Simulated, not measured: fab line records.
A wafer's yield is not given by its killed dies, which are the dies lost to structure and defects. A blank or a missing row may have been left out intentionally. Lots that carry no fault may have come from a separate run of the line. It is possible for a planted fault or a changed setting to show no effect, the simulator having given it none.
Problem report in the 8D (eight disciplines) form, filled by code | flow sky130 | the parts of the form that need people (team, actions taken, sign-off) are left out

== 1. WHAT WENT WRONG ==
bias-w at SKY_METAL2_ETCH_18 reads a mean of 113.12 W on 4 wafers of 2 lots; wafers without a fault read 99.99 W with a standard deviation of 0.3. That puts it +44 standard deviations away from the usual mean.
The step: etches BARC in N2/H2, stops on SiO2, time 45.9 s, target depth 60 nm.
First seen on wafer L182.2, day 40 18:17, on rie-metal-03. Wafers with a number at this step in the record: 33, from 11 lots. The rule behind "out" and "out of limits": a value lying over 4 standard deviations away from the usual mean. All remaining wafers that have a number are taken as sound.

== 2. WHAT THIS IS AND IS NOT ==
question                    | is                             | is not
which readings at this step | bias-w                         | drypump-motor-current-A, oes-product-au, throttle-valve-pct
which lots                  | L182, L185                     | L166, L168, L171, L173, L174, L175, L176, L181, L186
which wafers of those lots  | L182.2, L182.5, L185.2, L185.4 | L182.6, L185.5
read on which tools         | rie-metal-03                   | rie-metal-02, rie-metal-04
when                        | from day 40 18:17              | up to then (25 sound wafers); but 4 sound wafers of L185, L186 came after

== 3. THE SUSPECTS, EACH WITH WHAT RULES IT OUT ==
Counting: if a tool at a process step up to the reading ran every lot that is out, it stays a suspect. Sound lots after the first of them don't rule it out here, since some wafers of a struck lot are sound.
- rie-metal-03 at SKY_METAL2_ETCH_18 (etches BARC in N2/H2, stops on SiO2, time 45.9 s, target depth 60 nm): kept. It ran every lot that is out, first L182 (day 40 18:17); its last sound lot up to then is L176 (day 40 06:01). Its own bias-w readings are out on those wafers.
- Within rie-metal-03 at SKY_METAL2_ETCH_18, the wafers that are out were processed in chamber 1 and their sound lot-mates in chamber 0.
After counting, what remains is rie-metal-03 at SKY_METAL2_ETCH_18.

== 4. THE CAUSE (what the simulator had put in) ==
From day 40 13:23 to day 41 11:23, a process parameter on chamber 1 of rie-metal-03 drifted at SKY_METAL2_ETCH_18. The setting bias-w was moved by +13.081, starting from 100. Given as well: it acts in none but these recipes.
After counting, this tool was the only one left.

== 5. THE CHAIN OF EFFECTS, in route order ==
One row per reading whose mean, taken over the struck wafers that have a number, lies over 3 standard deviations from the usual. Only readings whose record carries a usual standard deviation are examined. hours: median over the lots of the time between each lot's start at the first step of this table that gives one and its start at this step. sigmas: the change, counted in usual standard deviations.
hours | step               | reading | usual   | on struck wafers | change | sigmas
0     | SKY_METAL2_ETCH_18 | bias-w  | 99.99 W | 113.12           | +13.13 | +44
Here are the process steps it includes:
- SKY_METAL2_ETCH_18: etches BARC in N2/H2, stops on SiO2, time 45.9 s, target depth 60 nm.

== 6. WHAT WOULD HAVE CAUGHT IT SOONER ==
In this record the first reading out of limits was taken at day 40 18:17, 5 hours after the fault began at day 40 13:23.
